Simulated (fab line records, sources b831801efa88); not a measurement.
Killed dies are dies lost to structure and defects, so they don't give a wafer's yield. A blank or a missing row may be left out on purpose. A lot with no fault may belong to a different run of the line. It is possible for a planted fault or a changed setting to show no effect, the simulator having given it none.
Which tool was responsible? | flow sky130 | 6 lots, 18 wafers sampled, at 3 steps of a route of 708

WHAT THE GAUGES READ, wafer by wafer
SKY_SONOS_TUNNEL_TW_MEAS_12.
lot  | measured     | on            | SONOS_TUNNEL_TW
L564 | day 12 00:33 | film metro-01 | 195.6 196.0 197.2
L567 | day 12 19:50 | film metro-04 | 199.0 198.8 198.2
L574 | day 14 23:35 | film metro-03 | 147.9 147.7 147.1
L577 | day 15 23:46 | film metro-03 | 147.2 147.2 146.2
L582 | day 17 11:42 | film metro-04 | 198.8 198.8 198.9
L586 | day 18 19:38 | film metro-03 | 195.4 195.3 195.2

WHICH TOOL RAN EACH LOT (tool, then ch and the chambers of the sampled wafers, then the start)
lot  | SKY_FIELD_ISO_ETCH_17           | SKY_SONOS_TUNNEL_IMPLANT_09
L564 | rie si-02 ch 1,2,3, day 2 10:38 | implanter-04 ch 0, day 12 00:08
L567 | rie si-02 ch 0,3, day 3 02:53   | implanter-02 ch 0, day 12 19:22
L574 | rie si-02 ch 1,2,3, day 4 14:41 | implanter-04 ch 0, day 14 23:11
L577 | rie si-01 ch 0,2,3, day 5 06:41 | implanter-04 ch 0, day 15 23:09
L582 | rie si-01 ch 1,2,3, day 6 07:59 | implanter-02 ch 0, day 17 11:19
L586 | rie si-01 ch 0,2,3, day 7 05:08 | implanter-03 ch 0, day 18 19:14
- SKY_FIELD_ISO_ETCH_17: etches Si in HBr/Cl2/O2, target depth 342 nm, time 97.7 s.
- SKY_SONOS_TUNNEL_IMPLANT_09

THE ANSWER, worked out from the rows above alone
Rule: usual is defined by the lots themselves. The widest of any qualifying gaps counts: lots, ordered by their means at a reading, are off when they make up no more than a third of the lots, leave a main group of 4 or more, and stand apart from it by 3 or more times the standard deviation of that group's means. The tables above print the reading to a certain number of digits; a main group whose means all agree to those digits is not used. Also off: a lot with no number at a reading for which 4 or more lots have one. All remaining lots with rows at the step are treated as sound.
Off: at SKY_SONOS_TUNNEL_TW_MEAS_12 (SONOS_TUNNEL_TW), L574, L577. Mean 197.3 and standard deviation 1.5 in the main group.
A tool fits if, at a process step before that reading, it ran every lot that is off, and no sound lot after the first of them. Gauges at SKY_SONOS_TUNNEL_TW_MEAS_12: tried the same way as those tools. One fits: implanter-04 at SKY_SONOS_TUNNEL_IMPLANT_09. A fault onset in the window from L564 (day 12 00:08, its last sound lot) to L574 (day 14 23:11, its first lot off) fits.

WHAT THE SIMULATOR PUT IN
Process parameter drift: implanter-04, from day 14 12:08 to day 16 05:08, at SKY_SONOS_TUNNEL_IMPLANT_09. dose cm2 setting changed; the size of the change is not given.
Lots struck among those shown: L574, L577. The same result came from the rule above.
